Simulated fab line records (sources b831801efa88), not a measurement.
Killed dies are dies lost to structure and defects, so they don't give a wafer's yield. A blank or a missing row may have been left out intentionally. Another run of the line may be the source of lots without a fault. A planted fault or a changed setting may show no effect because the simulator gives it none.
The tool behind it: which one?    flow sky130    12 lots, 36 wafers sampled, at 1 step of a route of 708

## WHAT EACH GAUGE READ, for each wafer
SKY_VT_ADJUST_LVTN_OVL_MEAS_07.
lot   measured      on          VT_ADJUST_LVTN_OVL (nm)
L075  day 7 08:42   overlay-02  2.2 2.4 2.4
L077  day 7 16:44   overlay-01  0.4 0.7 -0.3
L079  day 8 11:56   overlay-02  2.6 2.9 2.4
L081  day 8 20:17   overlay-01  -1.2 -1.4 -0.7
L083  day 9 09:23   overlay-01  2.1 0.8 1.4
L085  day 9 11:02   overlay-02  3.0 4.4 3.4
L087  day 10 10:11  overlay-02  -0.4 -1.2 0.4
L089  day 10 15:22  overlay-01  2.3 0.5 -0.1
L091  day 11 10:42  overlay-02  2.1 2.6 2.2
L093  day 12 08:29  overlay-02  2.0 1.5 2.7
L095  day 13 06:11  overlay-02  0.9 0.6 1.1
L097  day 13 15:12  overlay-01  -0.1 0.2 -0.7

## EACH LOT AND THE TOOL THAT RAN IT (in order: tool; ch and the chambers of the sampled wafers; start)
The record holds no process step before these readings.

## THE ANSWER, worked out from the rows above alone
Rule: the lots themselves supply what counts as usual. The widest of any qualifying gaps counts: lots, ordered by their means at a reading, are off when they make up no more than a third of the lots, leave a main group of 4 or more, and stand apart from it by 3 or more times the standard deviation of that group's means. The tables above print the reading to a certain number of digits; a main group whose means all agree to those digits is not used. A lot without any number at a reading at which 4 lots or more have one is off too. The other lots that the step has rows for count as sound.
None of the lots is off at any reading shown; this tells nothing.

## WHAT WAS PUT IN BY THE SIMULATOR
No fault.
